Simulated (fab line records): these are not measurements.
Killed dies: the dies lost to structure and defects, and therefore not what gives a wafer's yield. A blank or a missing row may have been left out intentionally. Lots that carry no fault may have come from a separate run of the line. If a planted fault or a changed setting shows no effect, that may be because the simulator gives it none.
fab line records + flow sky130
record:
- lots: 14
- wafers: 42
- last-day: 50
route steps=708 shown METAL2@499 VIA2@520
lots that met no fault: from a run of the same line without faults
start-h: start of the lot's first displayed wafer, in hours after the record's first day + wait-h: time in hours since the lot's previous step + " unchanged from the row above + L1.1+2: several wafers, shown together as one row + - either no value or no given start + * or withheld: withheld + < > ~ a bound
route shown NAME@n: a module of which the file shows steps, and the number in the route of the first + usual: average and standard deviation across the fault-free wafers + same: alike in all rows + chamber/n: place in a boat + sites: per-site readings + _std_site: the values' standard deviation + _edge_site: the outer-site mean with the inner-site mean subtracted + radius-mm: how far each site lies from the wafer's centre + mask NAME#n: copy n + behind: the tool/chamber that last shaped the wafer + hold: why the lot was held/for how many hours/how that ended + device: which transistor (n, p or np) failed to switch + end of line: the same wafers' tests at the end of the route + a step with no rows: only its recipe + killed: dies that structure and defects cost at the first sort, which is not the same as the wafer's yield + map: a wafer's dies, marking killed ones x, the rest . and places with no die _
set.NAME: the setting that was run; set.NAME@STEP: the one run at that earlier step + model.NAME: the simulator's own value behind a step, which no gauge read
steps of the route over a sample of lots; a table a step, a row a wafer
services: when a tool's chamber went out of use (start-h, in hours from the record's first day, below 0 if earlier), for how many hours, and the reason
== steps ==
step: SKY_METAL2_OVL_MEAS_16
usual:
- METAL2_OVL: -4/5.9
| lot.wafer | tool       | chamber | start-h | wait-h | METAL2_OVL[nm] |
|-----------|------------|---------|---------|--------|----------------|
| L782.1    | overlay-02 | -       | 831.75  | 0.1    | 6              |
| L782.5    | "          | -       | "       | "      | 1              |
| L782.6    | "          | -       | "       | "      | -2             |
| L785.4    | overlay-02 | -       | 852.75  | 0.1    | -6             |
| L785.5    | "          | -       | "       | "      | 1              |
| L785.6    | "          | -       | "       | "      | -9             |
| L784.1    | overlay-02 | -       | 855.70  | 0.1    | 0              |
| L784.2    | "          | -       | "       | "      | -6             |
| L784.6    | "          | -       | "       | "      | -7             |
| L787.1    | overlay-01 | -       | 867.85  | 0.1    | 0              |
| L787.5    | "          | -       | "       | "      | -4             |
| L787.6    | "          | -       | "       | "      | 1              |
| L788.1    | overlay-02 | -       | 872.59  | 0.1    | -8             |
| L788.5    | "          | -       | "       | "      | -4             |
| L788.6    | "          | -       | "       | "      | -12            |
| L789.3    | overlay-02 | -       | 880.15  | 0.1    | -7             |
| L789.4    | "          | -       | "       | "      | 2              |
| L789.6    | "          | -       | "       | "      | -14            |
| L790.1    | overlay-01 | -       | 885.00  | 0.1    | 0              |
| L790.2    | "          | -       | "       | "      | 2              |
| L790.4    | "          | -       | "       | "      | -3             |
| L792.1    | overlay-01 | -       | 904.85  | 0.1    | -1             |
| L792.5    | "          | -       | "       | "      | -7             |
| L792.6    | "          | -       | "       | "      | -4             |
| L793.2    | overlay-01 | -       | 913.71  | 0.1    | 0              |
| L793.4    | "          | -       | "       | "      | 3              |
| L793.5    | "          | -       | "       | "      | -2             |
| L794.2    | overlay-02 | -       | 916.99  | 0.1    | -5             |
| L794.3    | "          | -       | "       | "      | -2             |
| L794.6    | "          | -       | "       | "      | -4             |
| L799.3    | overlay-01 | -       | 950.00  | 0.1    | 2              |
| L799.5    | "          | -       | "       | "      | 3              |
| L799.6    | "          | -       | "       | "      | 6              |
| L800.2    | overlay-01 | -       | 961.51  | 0.1    | -13            |
| L800.5    | "          | -       | "       | "      | -7             |
| L800.6    | "          | -       | "       | "      | -16            |
| L801.1    | overlay-01 | -       | 964.14  | 0.1    | 5              |
| L801.2    | "          | -       | "       | "      | 4              |
| L801.4    | "          | -       | "       | "      | 6              |
| L804.2    | overlay-02 | -       | 982.99  | 0.1    | -1             |
| L804.4    | "          | -       | "       | "      | -2             |
| L804.5    | "          | -       | "       | "      | 0              |
step: SKY_VIA2_OVL_MEAS_13
usual:
- VIA2_OVL: 0/6
| lot.wafer | tool       | chamber | start-h | wait-h | VIA2_OVL[nm] |
|-----------|------------|---------|---------|--------|--------------|
| L782.1    | overlay-02 | -       | 859.85  | 0.1    | 6            |
| L782.5    | "          | -       | "       | "      | 8            |
| L782.6    | "          | -       | "       | "      | -3           |
| L785.4    | overlay-01 | -       | 880.27  | 0.1    | 9            |
| L785.5    | "          | -       | "       | "      | 1            |
| L785.6    | "          | -       | "       | "      | 12           |
| L784.1    | overlay-01 | -       | 883.40  | 0.1    | 7            |
| L784.2    | "          | -       | "       | "      | -1           |
| L784.6    | "          | -       | "       | "      | 6            |
| L787.1    | overlay-02 | -       | 894.95  | 0.1    | -1           |
| L787.5    | "          | -       | "       | "      | -1           |
| L787.6    | "          | -       | "       | "      | 0            |
| L788.1    | overlay-02 | -       | 899.40  | 0.1    | 0            |
| L788.5    | "          | -       | "       | "      | 13           |
| L788.6    | "          | -       | "       | "      | 0            |
| L789.3    | overlay-01 | -       | 906.77  | 0.1    | -1           |
| L789.4    | "          | -       | "       | "      | 2            |
| L789.6    | "          | -       | "       | "      | -3           |
| L790.1    | overlay-01 | -       | 911.40  | 0.1    | -7           |
| L790.2    | "          | -       | "       | "      | -4           |
| L790.4    | "          | -       | "       | "      | -6           |
| L792.1    | overlay-01 | -       | 931.05  | 0.1    | 3            |
| L792.5    | "          | -       | "       | "      | 1            |
| L792.6    | "          | -       | "       | "      | 2            |
| L793.2    | overlay-02 | -       | 940.76  | 0.1    | -5           |
| L793.4    | "          | -       | "       | "      | -4           |
| L793.5    | "          | -       | "       | "      | -6           |
| L794.2    | overlay-01 | -       | 943.46  | 0.1    | -3           |
| L794.3    | "          | -       | "       | "      | -3           |
| L794.6    | "          | -       | "       | "      | 2            |
| L799.3    | overlay-02 | -       | 975.72  | 0.1    | -9           |
| L799.5    | "          | -       | "       | "      | -14          |
| L799.6    | "          | -       | "       | "      | 0            |
| L800.2    | overlay-02 | -       | 986.31  | 0.1    | -4           |
| L800.5    | "          | -       | "       | "      | 6            |
| L800.6    | "          | -       | "       | "      | -3           |
| L801.1    | overlay-01 | -       | 988.60  | 0.1    | -2           |
| L801.2    | "          | -       | "       | "      | -4           |
| L801.4    | "          | -       | "       | "      | -8           |
| L804.2    | overlay-01 | -       | 1007.70 | 0.1    | -3           |
| L804.4    | "          | -       | "       | "      | -2           |
| L804.5    | "          | -       | "       | "      | -3           |
step: SKY_VIA2_ETCH_14
recipe:
- chemistry: N2/H2
- target: BARC
- ion-energy-ev: 200
- source-w: 500
- bias-w: 100
- pressure-mtorr: 30
- n2-flow-sccm: 100
- h2-flow-sccm: 200
- stop-on: SiO2
- time-s: 45.9
- target-depth-a: 600
usual:
- bias-w: 99.98/0.25
- drypump-motor-current-A: 5.9/0.47
- oes-product-au: 0.855/0.0045
- throttle-valve-pct: 13.226/0.0089
| lot.wafer | tool        | chamber | start-h | wait-h | bias-w | drypump-motor-current-A | oes-product-au | rf-hours-counter-h | throttle-valve-pct |
|-----------|-------------|---------|---------|--------|--------|-------------------------|----------------|--------------------|--------------------|
| L782.1    | rie-diel-02 | 3       | 859.88  | 0.0    | 99.72  | 5.2                     | 0.855          | 7                  | 13.232             |
| L782.5    | "           | 2       | "       | "      | 99.62  | 6.2                     | 0.855          | -                  | 13.224             |
| L782.6    | "           | 3       | "       | "      | 100.05 | 5.2                     | 0.851          | -                  | 13.233             |
| L785.4    | rie-diel-02 | 3       | 880.31  | 0.0    | 99.74  | 5.2                     | 0.857          | -                  | 13.219             |
| L785.5    | "           | 0       | "       | "      | 99.84  | 5.9                     | 0.850          | -                  | 13.236             |
| L785.6    | "           | 2       | "       | "      | 100.02 | 6.2                     | 0.854          | -                  | 13.241             |
| L784.1    | rie-diel-04 | 1       | 883.43  | 0.0    | 99.71  | 6.1                     | 0.847          | 6                  | 13.230             |
| L784.2    | "           | 0       | "       | "      | 100.19 | 5.9                     | 0.857          | 3                  | 13.227             |
| L784.6    | "           | 1       | "       | "      | 100.10 | 6.1                     | 0.857          | -                  | 13.238             |
| L787.1    | rie-diel-01 | 1       | 894.98  | 0.0    | 99.50  | 6.7                     | 0.850          | 2                  | 13.229             |
| L787.5    | "           | 3       | "       | "      | 99.92  | 5.2                     | 0.856          | -                  | 13.231             |
| L787.6    | "           | 0       | "       | "      | 100.21 | 5.8                     | 0.850          | -                  | 13.229             |
| L788.1    | rie-diel-04 | 3       | 899.43  | 0.0    | 100.10 | 6.0                     | 0.852          | 12                 | 13.230             |
| L788.5    | "           | 3       | "       | "      | 99.31  | 6.0                     | 0.859          | -                  | 13.222             |
| L788.6    | "           | 0       | "       | "      | 100.51 | 5.9                     | 0.853          | -                  | 13.213             |
| L789.3    | rie-diel-04 | 2       | 906.79  | 0.0    | 100.03 | 5.4                     | 0.855          | 13                 | 13.206             |
| L789.4    | "           | 3       | "       | "      | 100.26 | 6.0                     | 0.857          | 12                 | 13.235             |
| L789.6    | "           | 0       | "       | "      | 99.60  | 5.9                     | 0.849          | -                  | 13.219             |
| L790.1    | rie-diel-01 | 1       | 911.44  | 0.0    | 100.18 | 6.7                     | 0.854          | 2                  | 13.216             |
| L790.2    | "           | 0       | "       | "      | 100.00 | 5.8                     | 0.850          | 16                 | 13.225             |
| L790.4    | "           | 2       | "       | "      | 99.91  | 6.1                     | 0.851          | 2                  | 13.226             |
| L792.1    | rie-diel-01 | 1       | 931.09  | 0.0    | 100.27 | 6.7                     | 0.859          | 3                  | 13.227             |
| L792.5    | "           | 3       | "       | "      | 99.98  | 5.2                     | 0.858          | -                  | 13.225             |
| L792.6    | "           | 0       | "       | "      | 100.16 | 5.8                     | 0.857          | -                  | 13.228             |
| L793.2    | rie-diel-02 | 3       | 940.79  | 0.0    | 99.99  | 5.2                     | 0.853          | 12                 | 13.224             |
| L793.4    | "           | 1       | "       | "      | 99.77  | 6.4                     | 0.856          | 6                  | 13.241             |
| L793.5    | "           | 2       | "       | "      | 99.98  | 6.2                     | 0.844          | -                  | 13.219             |
| L794.2    | rie-diel-04 | 2       | 943.49  | 0.0    | 100.50 | 5.3                     | 0.848          | 13                 | 13.233             |
| L794.3    | "           | 3       | "       | "      | 100.12 | 6.0                     | 0.848          | 13                 | 13.220             |
| L794.6    | "           | 1       | "       | "      | 99.85  | 6.2                     | 0.859          | -                  | 13.225             |
| L799.3    | rie-diel-01 | 0       | 975.74  | 0.0    | 101.82 | 5.8                     | 0.854          | 17                 | 13.222             |
| L799.5    | "           | 3       | "       | "      | 102.45 | 5.2                     | 0.859          | -                  | 13.231             |
| L799.6    | "           | 2       | "       | "      | 102.30 | 6.1                     | 0.864          | -                  | 13.223             |
| L800.2    | rie-diel-01 | 0       | 986.34  | 0.0    | 102.26 | 5.8                     | 0.849          | 18                 | 13.245             |
| L800.5    | "           | 2       | "       | "      | 102.48 | 6.1                     | 0.860          | -                  | 13.219             |
| L800.6    | "           | 3       | "       | "      | 102.67 | 5.2                     | 0.864          | -                  | 13.254             |
| L801.1    | rie-diel-01 | 3       | 988.63  | 0.0    | 102.32 | 5.2                     | 0.854          | 21                 | 13.223             |
| L801.2    | "           | 2       | "       | "      | 102.31 | 6.1                     | 0.858          | 4                  | 13.233             |
| L801.4    | "           | 1       | "       | "      | 102.54 | 6.7                     | 0.854          | 4                  | 13.218             |
| L804.2    | rie-diel-04 | 0       | 1007.73 | 0.0    | 99.99  | 5.9                     | 0.853          | 6                  | 13.228             |
| L804.4    | "           | 3       | "       | "      | 100.14 | 6.0                     | 0.856          | 14                 | 13.206             |
| L804.5    | "           | 1       | "       | "      | 100.18 | 6.1                     | 0.851          | -                  | 13.214             |
step: SKY_VIA2_ETCH_15
recipe:
- target: SiO2
- chemistry: C4F8/O2/Ar
- target-depth-nm: 546
- stop-on: TiN
- mask-material: KrF-thick
- source-w: 1500
- bias-w: 1200
- pressure-mtorr: 40
- c4f8-flow-sccm: withheld
- O2_flow_sccm: 6
- Ar_flow_sccm: 300
- time-s: 84
usual:
- bias-w: 1200/3.6
- oes-product-au: 0.939/0.0042
| lot.wafer | tool        | chamber | start-h | wait-h | bias-w | oes-product-au | rf-hours-counter-h |
|-----------|-------------|---------|---------|--------|--------|----------------|--------------------|
| L782.1    | rie-diel-02 | 3       | 859.93  | 0.0    | 1199   | 0.942          | 7                  |
| L782.5    | "           | 2       | "       | "      | 1199   | 0.941          | -                  |
| L782.6    | "           | 3       | "       | "      | 1205   | 0.951          | -                  |
| L785.4    | rie-diel-02 | 3       | 880.36  | 0.0    | 1201   | 0.936          | -                  |
| L785.5    | "           | 0       | "       | "      | 1208   | 0.933          | -                  |
| L785.6    | "           | 2       | "       | "      | 1201   | 0.936          | -                  |
| L784.1    | rie-diel-04 | 1       | 883.48  | 0.0    | 1196   | 0.943          | 6                  |
| L784.2    | "           | 0       | "       | "      | 1204   | 0.934          | 3                  |
| L784.6    | "           | 1       | "       | "      | 1196   | 0.940          | -                  |
| L787.1    | rie-diel-01 | 1       | 895.03  | 0.0    | 1199   | 0.940          | 2                  |
| L787.5    | "           | 3       | "       | "      | 1199   | 0.939          | -                  |
| L787.6    | "           | 0       | "       | "      | 1201   | 0.936          | -                  |
| L788.1    | rie-diel-04 | 3       | 899.48  | 0.0    | 1199   | 0.942          | 12                 |
| L788.5    | "           | 3       | "       | "      | 1197   | 0.937          | -                  |
| L788.6    | "           | 0       | "       | "      | 1200   | 0.936          | -                  |
| L789.3    | rie-diel-04 | 2       | 906.83  | 0.0    | 1205   | 0.936          | 13                 |
| L789.4    | "           | 3       | "       | "      | 1196   | 0.932          | 12                 |
| L789.6    | "           | 0       | "       | "      | 1204   | 0.939          | -                  |
| L790.1    | rie-diel-01 | 1       | 911.48  | 0.0    | 1200   | 0.936          | 2                  |
| L790.2    | "           | 0       | "       | "      | 1204   | 0.938          | 16                 |
| L790.4    | "           | 2       | "       | "      | 1202   | 0.934          | 2                  |
| L792.1    | rie-diel-01 | 1       | 931.13  | 0.0    | 1199   | 0.940          | 3                  |
| L792.5    | "           | 3       | "       | "      | 1197   | 0.940          | -                  |
| L792.6    | "           | 0       | "       | "      | 1200   | 0.933          | -                  |
| L793.2    | rie-diel-02 | 3       | 940.83  | 0.0    | 1202   | 0.945          | 12                 |
| L793.4    | "           | 1       | "       | "      | 1201   | 0.941          | 6                  |
| L793.5    | "           | 2       | "       | "      | 1206   | 0.944          | -                  |
| L794.2    | rie-diel-04 | 2       | 943.53  | 0.0    | 1200   | 0.944          | 13                 |
| L794.3    | "           | 3       | "       | "      | 1203   | 0.943          | 13                 |
| L794.6    | "           | 1       | "       | "      | 1197   | 0.951          | -                  |
| L799.3    | rie-diel-01 | 0       | 975.78  | 0.0    | 1201   | 0.936          | 17                 |
| L799.5    | "           | 3       | "       | "      | 1200   | 0.945          | -                  |
| L799.6    | "           | 2       | "       | "      | 1202   | 0.934          | -                  |
| L800.2    | rie-diel-01 | 0       | 986.38  | 0.0    | 1203   | 0.943          | 18                 |
| L800.5    | "           | 2       | "       | "      | 1199   | 0.942          | -                  |
| L800.6    | "           | 3       | "       | "      | 1198   | 0.939          | -                  |
| L801.1    | rie-diel-01 | 3       | 988.68  | 0.0    | 1200   | 0.938          | 21                 |
| L801.2    | "           | 2       | "       | "      | 1205   | 0.944          | 4                  |
| L801.4    | "           | 1       | "       | "      | 1197   | 0.941          | 4                  |
| L804.2    | rie-diel-04 | 0       | 1007.78 | 0.0    | 1207   | 0.937          | 6                  |
| L804.4    | "           | 3       | "       | "      | 1200   | 0.940          | 14                 |
| L804.5    | "           | 1       | "       | "      | 1205   | 0.940          | -                  |
== services ==
| tool        | chamber | start-h | hours | kind           |
|-------------|---------|---------|-------|----------------|
| rie-diel-01 | 2       | 840.73  | -     | clean          |
| rie-diel-01 | 2       | 840.73  | 15.2  | scheduled-down |
| rie-diel-01 | 2       | 840.73  | 15.2  | vent-cycle     |
| rie-diel-02 | -       | 860.32  | 0.8   | repair         |
| rie-diel-01 | 1       | 865.94  | 8.9   | repair         |
| rie-diel-02 | 2       | 866.85  | 11.0  | repair         |
| rie-diel-04 | -       | 875.76  | 1.1   | repair         |
| rie-diel-02 | 2       | 881.82  | 2.3   | repair         |
| rie-diel-01 | -       | 888.44  | 1.1   | repair         |
| rie-diel-04 | -       | 894.21  | 2.0   | repair         |
| rie-diel-02 | 2       | 906.61  | 9.9   | repair         |
| rie-diel-01 | 0       | 917.40  | 4.9   | repair         |
| rie-diel-04 | -       | 936.55  | 0.6   | repair         |
| rie-diel-01 | 0       | 983.73  | 2.6   | repair         |
| rie-diel-04 | 3       | 991.62  | 8.3   | repair         |
| rie-diel-02 | 1       | 1001.98 | 5.6   | repair         |
== key ==
first-sign:
- step: SKY_VIA2_ETCH_14
- reading: bias-w
- direction: up
- sigmas: 9.6
- usual: 99.98
- struck: 102.35
effect none on later readings
met-at SKY_VIA2_ETCH_14
struck-lots L799,L800,L801
rows-end L799.3,L799.5,L799.6,L800.2,L800.5,L800.6,L801.1,L801.2,L801.4
not-acting-at SKY_METAL2_OVL_MEAS_16,SKY_VIA2_OVL_MEAS_13,SKY_VIA2_ETCH_15
onset-between 931.09 975.74
earlier-fault:
- kind: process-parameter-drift
- tool: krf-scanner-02
- chamber: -
- onset-h: 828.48
- steps: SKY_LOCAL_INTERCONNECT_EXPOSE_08
- channel: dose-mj
- offset: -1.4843
- shape: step
- acts-in: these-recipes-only
- stated: 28
fault:
- kind: process-parameter-drift
- tool: rie-diel-01
- chamber: -
- onset-h: 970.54
- steps: SKY_VIA2_ETCH_14
- channel: bias-w
- offset: 2.4075
- shape: step
- acts-in: these-recipes-only
- stated: 100
rows-end: these wafers met a further fault down the route, and their rows from its step on are left out
